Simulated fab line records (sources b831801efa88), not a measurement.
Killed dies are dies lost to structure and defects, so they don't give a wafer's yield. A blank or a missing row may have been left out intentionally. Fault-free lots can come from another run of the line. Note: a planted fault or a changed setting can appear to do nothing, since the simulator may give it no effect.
Comparing a struck lot with a sound one + flow sky130 + 16 steps out of a route of 708
Sound: wafers L118.2, L118.3, L118.5. Wafers struck: L107.1, L107.4. Last of all comes the cause.
Per side, at each step with rows, come the tool, then ch with its chambers, and then its first start. Under that, the readings that differ: sound wafers + struck wafers + difference of the means + sigmas: that difference in standard deviations of wafers without a fault.
alike: readings whose means differ by less than 2 such deviations, and words and numbers that are the same on both sides. not compared: withheld readings, readings that some wafer has no value for, bounds like >300 that may hide the same value, and numbers for which the record gives no deviation and whose values overlap.
A row with sigmas, a row that says differs or no value, or rows on one side alone: a step with any of these is where the two part. Non-overlapping numbers with no deviation appear without sigmas and do not part them. A reading that every wafer of one side lacks parts them only if that side has two wafers or more.

first, 1 step without rows for these wafers: SKY_VT_ADJUST_NCORE_DEVELOP_06 (develop time 60 s).
SKY_VT_ADJUST_NCORE_CD_MEAS_07: target cd 380 nm.
  struck on cd sem-02, day 11 08:45; sound on cd sem-02, day 14 07:52
  alike: cd nm
SKY_VT_ADJUST_NCORE_OVL_MEAS_08:
  struck on overlay-02, day 11 08:52; sound on overlay-02, day 14 07:59
  alike: VT_ADJUST_NCORE_OVL
then, 1 step without rows for these wafers: SKY_VT_ADJUST_NCORE_IMPLANT_09.
SKY_VT_ADJUST_NCORE_STRIP_10: strips in O2/N2.
  sound on plasma asher-03 ch 1, day 14 08:10; struck on plasma asher-01 ch 1, day 11 09:04
  alike: drypump motor current A, oes product au, strip time to endpoint s
  not compared: rf hours counter h
SKY_VT_ADJUST_NCORE_TW_MEAS_11:
  struck on film metro-01, day 11 09:10; sound on film metro-03, day 14 08:16
  alike: VT_ADJUST_NCORE_TW
then, 6 steps without rows for these wafers: SKY_VT_ADJUST_HVTR_DEHYDRATE_00 (time 60 s); SKY_VT_ADJUST_HVTR_HMDS_01 (prime time 60 s); SKY_VT_ADJUST_HVTR_COAT_02 (resist thk 1140 nm); SKY_VT_ADJUST_HVTR_SOFTBAKE_03 (time 60 s); SKY_VT_ADJUST_HVTR_EXPOSE_04 (exposes mask HVTRM, target cd 380 nm); SKY_VT_ADJUST_HVTR_PEB_05.
SKY_VT_ADJUST_HVTR_DEVELOP_06: develop time 60 s.
  sound on litho track-04 ch 0, day 15 10:56; struck on litho track-03 ch 0, day 12 08:46
SKY_VT_ADJUST_HVTR_CD_MEAS_07: target cd 380 nm.
  struck on cd sem-01, day 12 08:55; sound on cd sem-01, day 15 11:04
| reading    | sound       | struck  | difference | sigmas |
|------------|-------------|---------|------------|--------|
| cd nm (nm) | 381 381 382 | 397 394 | +14        | +5     |
SKY_VT_ADJUST_HVTR_OVL_MEAS_08:
  struck on overlay-01, day 12 09:02; sound on overlay-02, day 15 11:11
  alike: VT_ADJUST_HVTR_OVL
SKY_PAD_OPEN_PROBE_99:
  the record has rows for the sound wafers here (prober-01, day 50 11:48) and none for the struck ones

WHERE THEY PART
Last at SKY_PAD_OPEN_PROBE_99 as far as this record goes, first at SKY_VT_ADJUST_HVTR_CD_MEAS_07.

WHY: whatever the simulator had introduced
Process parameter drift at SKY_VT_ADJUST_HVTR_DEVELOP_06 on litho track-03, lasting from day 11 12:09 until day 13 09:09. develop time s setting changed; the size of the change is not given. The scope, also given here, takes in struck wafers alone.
